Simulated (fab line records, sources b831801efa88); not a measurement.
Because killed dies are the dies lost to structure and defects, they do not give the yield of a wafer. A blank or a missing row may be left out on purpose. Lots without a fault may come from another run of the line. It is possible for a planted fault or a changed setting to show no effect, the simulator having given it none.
The tool behind it: which one? + flow gf180mcu + 39 wafers from 13 lots sampled at 5 of the route's 602 steps

## WHAT THE GAUGES SHOWED, per wafer
GF_HV_LDD_CD_MEAS_31: the cd target is 400 nm.
| lot  | measured     | on        | cd-nm (nm)        |
|------|--------------|-----------|-------------------|
| L530 | day 11 14:39 | cd-sem-02 | 399.9 400.6 401.2 |
| L531 | day 11 19:26 | cd-sem-01 | 400.3 400.8 398.1 |
| L534 | day 12 16:19 | cd-sem-02 | 402.5 400.6 401.4 |
| L537 | day 13 14:42 | cd-sem-01 | 406.8 404.5 405.0 |
| L538 | day 14 03:38 | cd-sem-02 | 399.0 401.5 401.0 |
| L539 | day 14 18:28 | cd-sem-02 | 403.1 403.0 398.7 |
| L540 | day 15 05:34 | cd-sem-01 | 402.1 401.9 401.4 |
| L542 | day 15 08:39 | cd-sem-02 | 399.4 398.6 400.5 |
| L543 | day 15 19:58 | cd-sem-02 | 398.5 398.1 397.4 |
| L548 | day 17 08:33 | cd-sem-01 | 400.3 399.4 397.8 |
| L551 | day 18 17:05 | cd-sem-02 | 398.5 399.8 399.8 |
| L552 | day 19 03:25 | cd-sem-02 | 400.8 402.2 398.3 |
| L553 | day 19 13:24 | cd-sem-01 | 396.4 396.2 397.9 |

GF_HV_LDD_TW_MEAS_38.
| lot  | measured     | on            | HV_LDD_3_TW    |
|------|--------------|---------------|----------------|
| L530 | day 11 15:31 | film-metro-04 | 1415 1427 1417 |
| L531 | day 11 20:18 | film-metro-03 | 1420 1416 1417 |
| L534 | day 12 17:10 | film-metro-04 | 1416 1426 1422 |
| L537 | day 13 15:32 | film-metro-04 | 1424 1423 1433 |
| L538 | day 14 04:30 | film-metro-03 | 1426 1431 1420 |
| L539 | day 14 19:17 | film-metro-03 | 1423 1426 1431 |
| L540 | day 15 06:25 | film-metro-03 | 1428 1420 1438 |
| L542 | day 15 09:31 | film-metro-04 | 1403 1404 1411 |
| L543 | day 15 20:47 | film-metro-01 | 1439 1434 1446 |
| L548 | day 17 09:25 | film-metro-04 | 1417 1423 1416 |
| L551 | day 18 17:56 | film-metro-01 | 1437 1439 1441 |
| L552 | day 19 04:16 | film-metro-03 | 1421 1423 1418 |
| L553 | day 19 14:16 | film-metro-03 | 1419 1421 1418 |

GF_HV_LDD_THK_MEAS_55.
| lot  | measured     | on            | HV_LDD_CVD_54_THK (nm) |
|------|--------------|---------------|------------------------|
| L530 | day 12 12:22 | film-metro-03 | 10.05 10.03 10.07      |
| L531 | day 12 18:12 | film-metro-01 | 9.99 9.99 9.95         |
| L534 | day 13 17:55 | film-metro-03 | 9.91 9.86 10.01        |
| L537 | day 14 14:07 | film-metro-01 | 9.87 9.93 9.93         |
| L538 | day 15 02:04 | film-metro-03 | 10.16 10.15 10.05      |
| L539 | day 15 17:11 | film-metro-04 | 10.07 10.17 10.22      |
| L540 | day 16 03:53 | film-metro-01 | 9.95 10.10 9.99        |
| L542 | day 16 07:44 | film-metro-03 | 9.84 9.76 9.74         |
| L543 | day 16 19:55 | film-metro-03 | 10.04 9.92 10.04       |
| L548 | day 18 11:38 | film-metro-01 | 10.13 10.25 10.07      |
| L551 | day 19 19:47 | film-metro-04 | 10.14 10.09 10.05      |
| L552 | day 20 05:53 | film-metro-01 | 9.92 9.99 9.83         |
| L553 | day 20 15:28 | film-metro-01 | 10.10 9.85 9.92        |

## WHICH TOOL RAN EACH LOT (tool, then ch and the chambers of the sampled wafers, then the start)
| lot  | GF_HV_LDD_COAT_41                 | GF_HV_LDD_STRIP_49                   |
|------|-----------------------------------|--------------------------------------|
| L530 | litho-track-01 ch 0, day 12 00:42 | plasma-asher-04 ch 0,1, day 12 10:58 |
| L531 | litho-track-04 ch 0, day 12 05:36 | plasma-asher-02 ch 0,1, day 12 16:04 |
| L534 | litho-track-04 ch 0, day 13 02:47 | plasma-asher-04 ch 0, day 13 13:42   |
| L537 | litho-track-01 ch 0, day 14 01:02 | plasma-asher-02 ch 0,1, day 14 12:02 |
| L538 | litho-track-04 ch 0, day 14 14:48 | plasma-asher-02 ch 0,1, day 15 00:40 |
| L539 | litho-track-02 ch 0, day 15 05:55 | plasma-asher-04 ch 0,1, day 15 15:44 |
| L540 | litho-track-01 ch 0, day 15 15:53 | plasma-asher-03 ch 0,1, day 16 02:27 |
| L542 | litho-track-04 ch 0, day 15 19:15 | plasma-asher-02 ch 0, day 16 06:18   |
| L543 | litho-track-02 ch 0, day 16 06:43 | plasma-asher-02 ch 0,1, day 16 18:26 |
| L548 | litho-track-01 ch 0, day 17 20:51 | plasma-asher-02 ch 0,1, day 18 09:42 |
| L551 | litho-track-02 ch 0, day 19 05:20 | plasma-asher-04 ch 0,1, day 19 18:21 |
| L552 | litho-track-01 ch 0, day 19 15:59 | plasma-asher-04 ch 0,1, day 20 04:26 |
| L553 | litho-track-04 ch 0, day 20 01:48 | plasma-asher-03 ch 0,1, day 20 14:02 |
- GF_HV_LDD_COAT_41: resist thk 1000 nm.
- GF_HV_LDD_STRIP_49: strips in O2/N2.

## WHAT THE TOOLS THEMSELVES READ (means of the sampled wafers that have a number; where no wafer has one, the mark that the record gives instead)
GF_HV_LDD_COAT_41.
| lot  | tool           | dispense-pressure-kPa (kPa) | spin-speed-rpm (rpm) |
|------|----------------|-----------------------------|----------------------|
| L530 | litho-track-01 | 51.9                        | 3001.3               |
| L531 | litho-track-04 | 47.0                        | 3000.5               |
| L534 | litho-track-04 | 47.0                        | 2997.7               |
| L537 | litho-track-01 | 51.9                        | 3000.2               |
| L538 | litho-track-04 | 47.0                        | 3003.2               |
| L539 | litho-track-02 | 46.3                        | 3002.1               |
| L540 | litho-track-01 | 51.9                        | 2998.5               |
| L542 | litho-track-04 | 47.0                        | 3001.5               |
| L543 | litho-track-02 | 46.3                        | 3001.8               |
| L548 | litho-track-01 | 51.9                        | 2796.9               |
| L551 | litho-track-02 | 46.4                        | 3000.5               |
| L552 | litho-track-01 | 51.9                        | 2795.7               |
| L553 | litho-track-04 | 47.0                        | 2999.2               |

GF_HV_LDD_STRIP_49.
| lot  | tool            | drypump-motor-current-A (A) | heater-power-w (W) | oes-product-au (a.u.) | strip-time-to-endpoint-s (s) |
|------|-----------------|-----------------------------|--------------------|-----------------------|------------------------------|
| L530 | plasma-asher-04 | 5.9                         | 343                | 0.719                 | 12.66                        |
| L531 | plasma-asher-02 | 5.1                         | 261                | 0.722                 | 12.63                        |
| L534 | plasma-asher-04 | 5.9                         | 296                | 0.717                 | 12.61                        |
| L537 | plasma-asher-02 | 5.4                         | 269                | 0.719                 | 12.66                        |
| L538 | plasma-asher-02 | 5.4                         | 272                | 0.718                 | 12.57                        |
| L539 | plasma-asher-04 | 5.9                         | 343                | 0.713                 | 12.63                        |
| L540 | plasma-asher-03 | 5.3                         | 342                | 0.718                 | 12.67                        |
| L542 | plasma-asher-02 | 5.6                         | 282                | 0.716                 | 12.58                        |
| L543 | plasma-asher-02 | 5.2                         | 261                | 0.717                 | 12.63                        |
| L548 | plasma-asher-02 | 5.4                         | 270                | 0.717                 | 12.99                        |
| L551 | plasma-asher-04 | 5.9                         | 319                | 0.716                 | 12.63                        |
| L552 | plasma-asher-04 | 5.9                         | 344                | 0.723                 | 13.01                        |
| L553 | plasma-asher-03 | 5.4                         | 331                | 0.712                 | 12.60                        |

## THE ANSWER, worked out from the rows above alone
Rule: usual is defined by the lots themselves. Put in order of their means at a reading, lots are off if they are a third of the lots or fewer, leave a main group of 4 or more, and stand apart from it by a gap of 3 or more times the standard deviation of the main group's means; of several such gaps the widest counts. Not used: any main group whose means are identical at the precision the tables above print for the reading. A lot without any number at a reading at which 4 lots or more have one is off too. All remaining lots with rows at the step are treated as sound. First the gauges in route order, then the tools' own readings, where a lot's mean is used as printed above. The first step at which some lot is off is used, and at that step the reading that is off furthest; a lot without a number counts as furthest.
Off: L548, L552, at GF_HV_LDD_COAT_41 (spin-speed-rpm). Mean 3000.6 rpm and standard deviation 1.6 in the main group.
A tool fits if, at that step or a process step before it, it ran every lot that is off, and no sound lot after the first of them. One fits: litho-track-01 at GF_HV_LDD_COAT_41. Its last sound lot is L540 (day 15 15:53), its first lot that is off L548 (day 17 20:51): a fault that began between those two fits.
The tool's own readings at GF_HV_LDD_COAT_41 bear it out: on the lots that are off they differ by more than 5 times the standard deviation of the sound lots' means. spin-speed-rpm reads 2796.3 rpm there against 3000.6 rpm on the sound lots.

## WHAT THE SIMULATOR HAD INSERTED
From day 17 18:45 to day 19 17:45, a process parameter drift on litho-track-01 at GF_HV_LDD_COAT_41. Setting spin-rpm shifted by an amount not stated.
Shown lots that were struck: L548, L552. Same finding as the rule above.
